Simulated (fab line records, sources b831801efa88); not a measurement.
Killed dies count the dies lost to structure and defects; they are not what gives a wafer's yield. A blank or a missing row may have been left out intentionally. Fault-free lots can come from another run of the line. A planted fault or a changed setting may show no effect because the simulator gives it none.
fab line records	flow sky130
record lots=6	wafers=18	last-day=50
route steps=708 shown NWELL@59 PAD_OPEN@708
lots that met no fault: from a run of the same line without faults
start-h: the number of hours between the record's first day and the start of the first shown wafer of the lot	wait-h: hours from the lot's prior step to this one	" same as the row above	L1.1+2: a row that stands for several wafers	- no value, or no start was given	* or withheld: withheld	< > ~ a bound
route shown NAME@n: a module of which the file shows steps, and the number in the route of the first	usual: mean/standard deviation of fault-free wafers	same: alike in all rows	chamber/n: place in a boat	sites: each site's reading	_std_site: the standard deviation of these	_edge_site: mean of outer sites minus mean of inner sites	radius-mm: how far each site lies from the wafer's centre	mask NAME#n: copy n	behind: tool/chamber where the wafer was last shaped	hold: why the lot went on hold/how many hours it stayed there/how the hold came to an end	device: the n, p or np transistor that did not switch	end of line: at the end of the route, the tests of the same wafers	where a step has no rows: the recipe by itself	killed: at the first sort, the dies lost to defects and structure; wafer yield is something else	map: dies across one wafer; x = killed, . = not, _ = none there
set.NAME: the setting the step ran with; set.NAME@STEP: the setting that earlier step ran with	model.NAME: the simulator's own value behind a step, which no gauge read
lots at selected steps of the route; one table per step, one row per wafer
services: a tool's chamber out of use, with start hour (start-h, from the record's first day; less than 0 if before it), hours out, and reason
## steps
# step SKY_NWELL_SOFTBAKE_06
# recipe temp-c=110	time-s=withheld
# step SKY_NWELL_EXPOSE_07
# recipe mask-id=NWM	na=0.6	source-shape=conventional	sigma-outer=0.6	polarization=unpolarized	target-cd-nm=840	dose-mj=255
# step SKY_NWELL_PEB_08
# recipe temp-c=115	time-s=withheld
# step SKY_NWELL_DEVELOP_09
# recipe wall-angle-deg=90	developer=TMAH	develop-time-s=60	dev-temp-c=23
# step SKY_NWELL_OVL_MEAS_10
# usual NWELL_00_OVL=0.8/1.3
lot.wafer	tool	chamber	start-h	wait-h	NWELL_00_OVL[nm]
L686.1	overlay-01	-	89.19	-	2.2
L686.3	"	-	"	"	2.7
L686.5	"	-	"	"	1.9
L691.1	overlay-01	-	120.45	-	2.1
L691.5	"	-	"	"	1.3
L691.6	"	-	"	"	2.7
L697.1	overlay-01	-	154.75	-	-1.3
L697.4	"	-	"	"	1.1
L697.6	"	-	"	"	-0.5
L699.1	overlay-01	-	166.35	-	1.8
L699.3	"	-	"	"	1.4
L699.6	"	-	"	"	1.8
L702.1	overlay-02	-	183.14	-	2.7
L702.4	"	-	"	"	2.7
L702.6	"	-	"	"	-0.1
L706.1	overlay-01	-	212.90	-	2.2
L706.4	"	-	"	"	0.7
L706.6	"	-	"	"	1.0
# step SKY_NWELL_IMPLANT_11
# recipe species=P	energy-kev=403.5	dose-cm2=1.9e+13	tilt-deg=withheld
# step SKY_NWELL_IMPLANT_12
# recipe species=P	energy-kev=120	dose-cm2=1.3e+12	tilt-deg=withheld
# step SKY_NWELL_IMPLANT_13
# recipe species=P	energy-kev=50	dose-cm2=7e+11	tilt-deg=withheld
# step SKY_NWELL_STRIP_14
# recipe chemistry=O2/N2	power-w=1400	pressure-mtorr=1500	platen-temp-c=withheld	o2-flow-sccm=3000	n2-flow-sccm=300	overash-fraction=0.5
# usual drypump-motor-current-A=5.6/0.5	oes-product-au=0.722/0.0043	strip-time-to-endpoint-s=36.94/0.11
lot.wafer	tool	chamber	start-h	wait-h	drypump-motor-current-A	oes-product-au	rf-hours-counter-h	strip-time-to-endpoint-s
L686.1	plasma-asher-04	1	89.67	0.1	4.9	0.728	40	36.83
L686.3	"	1	"	"	4.9	0.724	-	36.89
L686.5	"	0	"	"	5.8	0.723	-	36.89
L691.1	plasma-asher-03	0	120.93	0.1	5.6	0.724	44	36.89
L691.5	"	1	"	"	6.3	0.728	-	36.96
L691.6	"	0	"	"	5.6	0.718	-	36.92
L697.1	plasma-asher-04	1	155.23	0.1	4.9	0.725	47	36.88
L697.4	"	0	"	"	5.8	0.729	-	36.89
L697.6	"	1	"	"	4.9	0.719	-	36.89
L699.1	plasma-asher-03	0	166.84	0.1	5.6	0.723	49	36.92
L699.3	"	1	"	"	6.3	0.720	-	36.95
L699.6	"	1	"	"	6.3	0.725	-	36.84
L702.1	plasma-asher-01	0	183.62	0.1	6.2	0.722	36	36.88
L702.4	"	1	"	"	5.5	0.719	-	36.99
L702.6	"	0	"	"	6.2	0.724	-	36.98
L706.1	plasma-asher-04	1	213.39	0.1	4.9	0.717	53	37.11
L706.4	"	0	"	"	5.8	0.720	-	37.15
L706.6	"	0	"	"	5.9	0.723	-	37.22
# step SKY_NWELL_TW_MEAS_15
# usual NWELL_TW=1816/20
lot.wafer	tool	chamber	start-h	wait-h	NWELL_TW
L686.1	film-metro-02	-	89.77	0.1	1821
L686.3	"	-	"	"	1816
L686.5	"	-	"	"	1816
L691.1	film-metro-03	-	121.03	0.1	1772
L691.5	"	-	"	"	1785
L691.6	"	-	"	"	1784
L697.1	film-metro-04	-	155.33	0.1	1846
L697.4	"	-	"	"	1850
L697.6	"	-	"	"	1855
L699.1	film-metro-02	-	166.94	0.1	1819
L699.3	"	-	"	"	1825
L699.6	"	-	"	"	1819
L702.1	film-metro-04	-	183.72	0.1	1824
L702.4	"	-	"	"	1822
L702.6	"	-	"	"	1826
L706.1	film-metro-04	-	213.49	0.1	1846
L706.4	"	-	"	"	1842
L706.6	"	-	"	"	1847
# step SKY_NWELL_DEHYDRATE_16
# recipe temp-c=200	time-s=60
# step SKY_NWELL_HMDS_17
# recipe prime-time-s=60	prime-temp-c=120
# step SKY_NWELL_COAT_18
# recipe spin-rpm=2000	resist-thk-nm=3000
# usual resist-line-temp-C=22.98/0.11
lot.wafer	tool	chamber	start-h	wait-h	resist-line-temp-C	model.coat_of_NWELL_COAT_18.thk-nm
L686.1	litho-track-01	0	98.45	0.1	22.98	2991
L686.3	"	0	"	"	22.92	2994
L686.5	"	0	"	"	22.96	2990
L691.1	litho-track-04	0	129.40	0.1	22.91	3004
L691.5	"	0	"	"	22.92	3003
L691.6	"	0	"	"	23.00	2997
L697.1	litho-track-01	0	165.00	0.1	22.88	2463
L697.4	"	0	"	"	22.93	2471
L697.6	"	0	"	"	22.86	2468
L699.1	litho-track-01	0	176.75	0.1	23.08	2463
L699.3	"	0	"	"	23.03	2460
L699.6	"	0	"	"	22.99	2462
L702.1	litho-track-04	0	194.15	0.1	22.98	3006
L702.4	"	0	"	"	22.86	2990
L702.6	"	0	"	"	23.02	2996
L706.1	litho-track-02	0	224.79	0.1	22.95	3006
L706.4	"	0	"	"	22.95	3006
L706.6	"	0	"	"	23.06	3007
# step SKY_NWELL_SOFTBAKE_19
# recipe temp-c=110	time-s=withheld
# step SKY_NWELL_EXPOSE_20
# recipe mask-id=NWM_COMPLEMENT	na=0.6	source-shape=conventional	sigma-outer=0.6	polarization=unpolarized	target-cd-nm=840	dose-mj=260
# step SKY_NWELL_PEB_21
# recipe temp-c=115	time-s=withheld
# step SKY_NWELL_DEVELOP_22
# recipe wall-angle-deg=90	developer=TMAH	develop-time-s=60	dev-temp-c=23
# usual resist-line-temp-C=22.96/0.11
lot.wafer	tool	chamber	start-h	wait-h	resist-line-temp-C	model.coat_of_NWELL_COAT_18.thk-nm
L686.1	litho-track-04	0	-	-	22.85	2987
L686.3	"	0	"	"	22.81	2989
L686.5	"	0	"	"	22.98	2986
L691.1	litho-track-02	0	-	-	22.91	3000
L691.5	"	0	"	"	22.97	2999
L691.6	"	0	"	"	23.15	2993
L697.1	litho-track-02	0	-	-	22.93	2459
L697.4	"	0	"	"	22.90	2466
L697.6	"	0	"	"	22.99	2464
L699.1	litho-track-01	0	-	-	22.86	2459
L699.3	"	0	"	"	22.99	2456
L699.6	"	0	"	"	22.94	2458
L702.1	litho-track-01	0	-	-	22.95	3001
L702.4	"	0	"	"	23.01	2986
L702.6	"	0	"	"	23.03	2991
L706.1	litho-track-01	0	-	-	22.98	3002
L706.4	"	0	"	"	23.05	3002
L706.6	"	0	"	"	22.93	3003
# step SKY_NWELL_OVL_MEAS_23
# usual NWELL_01_OVL=0.6/1.4
lot.wafer	tool	chamber	start-h	wait-h	NWELL_01_OVL[nm]
L686.1	overlay-02	-	106.95	-	0.9
L686.3	"	-	"	"	2.1
L686.5	"	-	"	"	-1.4
L691.1	overlay-01	-	140.04	-	0.8
L691.5	"	-	"	"	-1.6
L691.6	"	-	"	"	0.6
L697.1	overlay-01	-	175.39	-	-0.4
L697.4	"	-	"	"	0.3
L697.6	"	-	"	"	2.4
L699.1	overlay-01	-	187.55	-	0.0
L699.3	"	-	"	"	2.0
L699.6	"	-	"	"	0.8
L702.1	overlay-01	-	205.50	-	2.0
L702.4	"	-	"	"	0.8
L702.6	"	-	"	"	2.3
L706.1	overlay-01	-	236.25	-	2.4
L706.4	"	-	"	"	3.2
L706.6	"	-	"	"	3.0
# step SKY_NWELL_IMPLANT_24
# recipe species=B	energy-kev=140	dose-cm2=9.2e+12	tilt-deg=withheld
# step SKY_NWELL_STRIP_25
# recipe chemistry=O2/N2	power-w=1400	pressure-mtorr=1500	platen-temp-c=withheld	o2-flow-sccm=3000	n2-flow-sccm=300	overash-fraction=0.5
# usual drypump-motor-current-A=5.7/0.48	oes-product-au=0.723/0.0046	strip-time-to-endpoint-s=36.95/0.1
lot.wafer	tool	chamber	start-h	wait-h	drypump-motor-current-A	oes-product-au	rf-hours-counter-h	strip-time-to-endpoint-s
L686.1	plasma-asher-03	0	107.13	0.1	5.6	0.731	43	36.79
L686.3	"	1	"	"	6.4	0.717	-	36.84
L686.5	"	1	"	"	6.4	0.726	-	36.80
L691.1	plasma-asher-04	0	140.22	0.1	5.8	0.723	45	36.98
L691.5	"	0	"	"	5.8	0.730	-	36.95
L691.6	"	1	"	"	4.9	0.727	-	36.88
L697.1	plasma-asher-03	1	175.57	0.1	6.3	0.719	50	30.72
L697.4	"	0	"	"	5.6	0.730	-	30.80
L697.6	"	1	"	"	6.3	0.720	-	30.79
L699.1	plasma-asher-04	0	187.74	0.1	5.9	0.722	50	30.74
L699.3	"	0	"	"	5.8	0.715	-	30.69
L699.6	"	1	"	"	4.9	0.717	-	30.72
L702.1	plasma-asher-03	0	205.69	0.1	5.6	0.723	52	36.98
L702.4	"	0	"	"	5.6	0.728	-	36.78
L702.6	"	1	"	"	6.3	0.729	-	36.86
L706.1	plasma-asher-01	1	236.44	0.1	5.6	0.725	41	36.97
L706.4	"	0	"	"	6.2	0.721	-	36.99
L706.6	"	0	"	"	6.2	0.717	-	37.02
# step SKY_NWELL_TW_MEAS_26
# usual NWELL_2_TW=495/5.4
lot.wafer	tool	chamber	start-h	wait-h	NWELL_2_TW
L686.1	film-metro-02	-	107.23	0.1	493
L686.3	"	-	"	"	496
L686.5	"	-	"	"	497
L691.1	film-metro-03	-	140.32	0.1	486
L691.5	"	-	"	"	488
L691.6	"	-	"	"	485
L697.1	film-metro-04	-	175.67	0.1	499
L697.4	"	-	"	"	499
L697.6	"	-	"	"	502
L699.1	film-metro-04	-	187.84	0.1	498
L699.3	"	-	"	"	499
L699.6	"	-	"	"	499
L702.1	film-metro-02	-	205.79	0.1	498
L702.4	"	-	"	"	501
L702.6	"	-	"	"	494
L706.1	film-metro-04	-	236.54	0.1	497
L706.4	"	-	"	"	493
L706.6	"	-	"	"	496
# step SKY_PAD_OPEN_PROBE_99
# usual killed_at_M0_to_M3=45/7.9	killed_at_M4_up=2.9/1.8	killed-at-contacts=25/5.5	killed-at-front-end=16/4.4	killed-at-other=0.3/0.58	killed-dies=89/9.4	killed-open=49/6.8	killed-short=40/6.3
# same gross-dies=492	killed-at-back-side=0
lot.wafer	tool	chamber	start-h	wait-h	killed_at_M0_to_M3	killed_at_M4_up	killed-at-contacts	killed-at-front-end	killed-at-other	killed-dies	killed-open	killed-short	model.etest.res-iso-pwell.width-nm	model.etest.res-nwell.width-nm
L686.1	prober-02	-	1074.47	0.1	43	4	24	20	0	91	47	43	2645	836.5
L686.3	prober-02	-	1074.57	0.2	36	7	27	10	0	80	41	39	2646	836.5
L686.5	prober-02	-	1074.67	0.2	32	7	24	18	0	81	43	38	2655	838.9
L691.1	prober-01	-	1111.23	0.1	51	5	27	13	0	96	57	39	2642	831.8
L691.5	prober-01	-	1111.43	0.2	39	2	21	9	0	71	40	31	2659	830.8
L691.6	prober-01	-	1111.48	0.2	36	3	25	10	0	74	37	37	2664	829.6
L697.1	prober-02	-	1139.26	0.1	45	1	21	16	0	83	48	34	2684	820.5
L697.4	prober-02	-	1139.41	0.2	42	2	27	17	1	89	52	37	2695	818.3
L697.6	prober-02	-	1139.51	0.2	48	5	19	14	1	87	42	45	2680	820
L699.1	prober-02	-	1156.26	0.1	43	5	29	10	0	87	51	36	2688	813.4
L699.3	prober-02	-	1156.36	0.2	48	1	26	16	1	92	54	38	2696	812.4
L699.6	prober-02	-	1156.51	0.2	38	3	24	10	0	75	34	41	2698	807.7
L702.1	prober-01	-	1174.88	0.1	50	2	36	28	0	116	62	53	2676	826.6
L702.4	prober-01	-	1175.03	0.2	45	1	35	19	0	100	60	40	2668	830.7
L702.6	prober-01	-	1175.13	0.2	41	2	33	19	0	95	52	43	2674	825.3
L706.1	prober-01	-	1188.67	0.1	51	4	27	8	0	90	47	43	2663	827.7
L706.4	prober-01	-	1188.82	0.2	54	5	26	17	0	102	56	46	2662	824.6
L706.6	prober-01	-	1188.92	0.2	53	3	29	20	0	105	57	48	2657	822.7
# killed by level:class
L686.1 LI_CONTACT:geometric-particle:open=10 METAL1:geometric-particle:short=7 VIA3:geometric-particle:open=7 POLY_GATE:geometric-particle:open=6 VIA1:geometric-particle:short=6 VIA1:geometric-particle:open=6 POLY_GATE:geometric-particle:short=5 LOCAL_INTERCONNECT:geometric-particle:short=4
L686.3 VIA3:geometric-particle:open=9 LI_CONTACT:geometric-particle:open=8 VIA1:geometric-particle:open=7 LI_CONTACT:geometric-particle:short=5 CONTACT:geometric-particle:short=5 CONTACT:geometric-particle:open=5 METAL1:geometric-particle:short=5 METAL4:geometric-particle:short=5
L686.5 CONTACT:geometric-particle:open=9 VIA1:geometric-particle:open=8 FIELD_ISO:geometric-particle:open=6 LI_CONTACT:geometric-particle:open=5 METAL2:geometric-particle:short=5 POLY_GATE:geometric-particle:short=4 LI_CONTACT:geometric-particle:short=4 CONTACT:geometric-particle:short=4
L691.1 VIA1:geometric-particle:open=12 CONTACT:geometric-particle:open=10 VIA3:geometric-particle:open=8 POLY_GATE:geometric-particle:short=7 LI_CONTACT:geometric-particle:open=7 VIA2:geometric-particle:open=7 CONTACT:geometric-particle:short=6 METAL1:geometric-particle:short=5
L691.5 VIA1:geometric-particle:open=10 CONTACT:geometric-particle:open=8 METAL2:geometric-particle:short=7 LI_CONTACT:geometric-particle:open=6 VIA3:geometric-particle:open=5 CONTACT:geometric-particle:short=4 METAL1:geometric-particle:short=4 LI_CONTACT:geometric-particle:short=3
L691.6 CONTACT:geometric-particle:open=9 METAL1:geometric-particle:short=7 VIA1:geometric-particle:open=7 LI_CONTACT:geometric-particle:open=6 CONTACT:geometric-particle:short=6 METAL2:geometric-particle:short=5 POLY_GATE:geometric-particle:open=4 VIA2:geometric-particle:open=4
L697.1 VIA1:geometric-particle:open=11 METAL2:geometric-particle:short=10 CONTACT:geometric-particle:open=9 LI_CONTACT:geometric-particle:open=7 VIA3:geometric-particle:open=6 POLY_GATE:geometric-particle:short=4 VIA2:geometric-particle:open=4 VIA1:geometric-particle:short=4
L697.4 VIA1:geometric-particle:open=11 LI_CONTACT:geometric-particle:open=9 CONTACT:geometric-particle:open=7 FIELD_ISO:geometric-particle:open=5 CONTACT:geometric-particle:short=5 VIA2:geometric-particle:short=5 VIA2:geometric-particle:open=4 POLY_GATE:geometric-particle:short=4
L697.6 VIA3:geometric-particle:open=10 CONTACT:geometric-particle:open=8 METAL1:geometric-particle:short=8 VIA1:geometric-particle:open=8 VIA1:geometric-particle:short=7 FIELD_ISO:geometric-particle:short=6 METAL2:geometric-particle:short=5 VIA2:geometric-particle:open=5
L699.1 CONTACT:geometric-particle:open=15 VIA1:geometric-particle:open=9 VIA3:geometric-particle:open=8 METAL2:geometric-particle:short=7 LI_CONTACT:geometric-particle:open=6 VIA2:geometric-particle:open=6 FIELD_ISO:geometric-particle:open=5 METAL4:geometric-particle:short=5
L699.3 CONTACT:geometric-particle:open=17 VIA1:geometric-particle:open=10 METAL1:geometric-particle:short=6 VIA3:geometric-particle:open=6 POLY_GATE:geometric-particle:short=5 VIA1:geometric-particle:short=5 VIA2:geometric-particle:open=5 METAL2:geometric-particle:short=4
L699.6 CONTACT:geometric-particle:open=11 METAL1:geometric-particle:short=7 VIA1:geometric-particle:open=7 POLY_GATE:geometric-particle:short=6 CONTACT:geometric-particle:short=6 LI_CONTACT:geometric-particle:open=5 METAL2:geometric-particle:short=5 VIA3:geometric-particle:open=4
L702.1 VIA3:geometric-particle:open=10 LI_CONTACT:geometric-particle:open=10 VIA1:geometric-particle:open=10 CONTACT:geometric-particle:open=10 CONTACT:geometric-particle:short=7 POLY_GATE:geometric-particle:open=6 POLY_GATE:geometric-particle:short=6 VIA1:geometric-particle:short=6
L702.4 LI_CONTACT:geometric-particle:open=12 CONTACT:geometric-particle:open=12 VIA1:geometric-particle:open=10 POLY_GATE:geometric-particle:open=6 METAL2:geometric-particle:short=6 METAL1:geometric-particle:short=5 VIA2:geometric-particle:open=5 VIA3:geometric-particle:open=5
L702.6 CONTACT:geometric-particle:open=12 LI_CONTACT:geometric-particle:open=8 VIA2:geometric-particle:open=7 METAL1:geometric-particle:short=7 VIA1:geometric-particle:open=7 FIELD_ISO:geometric-particle:short=6 FIELD_ISO:geometric-particle:open=5 LOCAL_INTERCONNECT:geometric-particle:short=5
L706.1 CONTACT:geometric-particle:open=11 METAL2:geometric-particle:short=10 VIA1:geometric-particle:open=8 LOCAL_INTERCONNECT:geometric-particle:short=6 VIA2:geometric-particle:short=5 LI_CONTACT:geometric-particle:open=5 CONTACT:geometric-particle:short=5 METAL1:geometric-particle:short=5
L706.4 CONTACT:geometric-particle:open=14 VIA1:geometric-particle:open=13 METAL2:geometric-particle:short=10 LI_CONTACT:geometric-particle:open=8 POLY_GATE:geometric-particle:short=5 METAL1:geometric-particle:short=5 VIA2:geometric-particle:open=5 VIA3:geometric-particle:open=5
L706.6 VIA1:geometric-particle:open=16 LI_CONTACT:geometric-particle:open=9 METAL1:geometric-particle:short=9 CONTACT:geometric-particle:open=9 METAL2:geometric-particle:short=7 POLY_GATE:geometric-particle:short=6 VIA2:geometric-particle:open=6 LOCAL_INTERCONNECT:geometric-particle:short=5
## services
tool	chamber	start-h	hours	kind
plasma-asher-01	-	143.17	5.7	repair
plasma-asher-01	-	149.24	7.1	repair
plasma-asher-01	-	210.37	3.9	repair
plasma-asher-03	-	214.46	12.2	repair
## key
first-sign step=SKY_NWELL_STRIP_25	reading=strip-time-to-endpoint-s	direction=down	sigmas=62	usual=*	struck=*
effect none on later readings
model-effect step=SKY_NWELL_COAT_18	value=coat_of_NWELL_COAT_18.thk-nm	without=3008	struck=2465
model-effect step=SKY_NWELL_DEVELOP_22	value=coat_of_NWELL_COAT_18.thk-nm	without=3004	struck=2460
model-effect step=SKY_PAD_OPEN_PROBE_99	value=etest.res-iso-pwell.width-nm	without=2656	struck=2690
met-at SKY_NWELL_COAT_18
struck-wafers L697.1,L697.4,L697.6,L699.1,L699.3,L699.6
tester-left-out L697,L699
onset-between 98.45 165.00
fault kind=process-parameter-drift	tool=litho-track-01	chamber=-	onset-h=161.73	steps=SKY_NWELL_COAT_18	channel=resist-thk-nm	offset=-541.9	shape=step	end-h=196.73	acts-in=these-recipes-only	stated=3000
# tester-left-out: of these lots the tester's yield and bins aren't shown, on N5 and GAA mostly nor the transistor test; their killed dies are dies lost to structure and defects alone, not to doping, threshold or leakage, so they don't give the yield
